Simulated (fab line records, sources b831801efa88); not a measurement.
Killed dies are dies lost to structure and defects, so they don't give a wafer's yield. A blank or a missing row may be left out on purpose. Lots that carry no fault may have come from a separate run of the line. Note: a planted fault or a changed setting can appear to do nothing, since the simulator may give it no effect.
Chamber matching || flow sky130 || SKY_VIA3_ETCH_14 on rieDiel-02 has 4 sister chambers
The step etches BARC in N2/H2, stops on SiO2, time 45.9 s, target depth 60 nm. 4 wafers are shown with their chamber, then 7 later ones without.

WAFERS PAIRED WITH THEIR CHAMBERS
{"wafer": "L245.6", "chamber": 1, "throttleValvePct (%)": 13.220}
{"wafer": "L252.2", "chamber": 2, "throttleValvePct (%)": 13.220}
{"wafer": "L252.4", "chamber": 3, "throttleValvePct (%)": 13.213}
{"wafer": "L256.5", "chamber": 0, "throttleValvePct (%)": 13.230}

WAFERS WITH NO CHAMBER GIVEN
{"wafer": "L256.6", "throttleValvePct (%)": 13.224}
{"wafer": "L261.1", "throttleValvePct (%)": 13.220}
{"wafer": "L261.3", "throttleValvePct (%)": 13.236}
{"wafer": "L261.4", "throttleValvePct (%)": 13.224}
{"wafer": "L266.1", "throttleValvePct (%)": 13.208}
{"wafer": "L266.4", "throttleValvePct (%)": 13.223}
{"wafer": "L266.6", "throttleValvePct (%)": 13.229}

EACH ONE'S CHAMBER
{"wafer": "L256.6", "from the rows above": "can't be placed: 1 or 2 or 0 or 3", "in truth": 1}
{"wafer": "L261.1", "from the rows above": "can't be placed: 1 or 2 or 3", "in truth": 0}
{"wafer": "L261.3", "from the rows above": 0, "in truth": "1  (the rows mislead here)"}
{"wafer": "L261.4", "from the rows above": "can't be placed: 1 or 2 or 0 or 3", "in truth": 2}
{"wafer": "L266.1", "from the rows above": "can't be placed: 3 or 1 or 2", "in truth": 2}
{"wafer": "L266.4", "from the rows above": "can't be placed: 1 or 2 or 0 or 3", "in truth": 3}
{"wafer": "L266.6", "from the rows above": 0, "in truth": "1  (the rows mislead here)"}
0 of 7 placed correctly. These rows do not allow placing 5 (true chamber among the candidates in 4). Number placed wrongly: 2.
How it was worked out, from the rows above alone: a wafer's distance from a chamber is the root of the sum, over the readings, of the square of ((its reading less the chamber's mean) divided by the reading's scatter). The wafer belongs to the nearest chamber; if the next one is less than 2 further off, it can't be placed. Each chamber's mean is taken over the wafers shown for it. The scatter: with one shown wafer a chamber, the root of the mean of the squares of how far each hidden wafer lies from its nearest shown one.
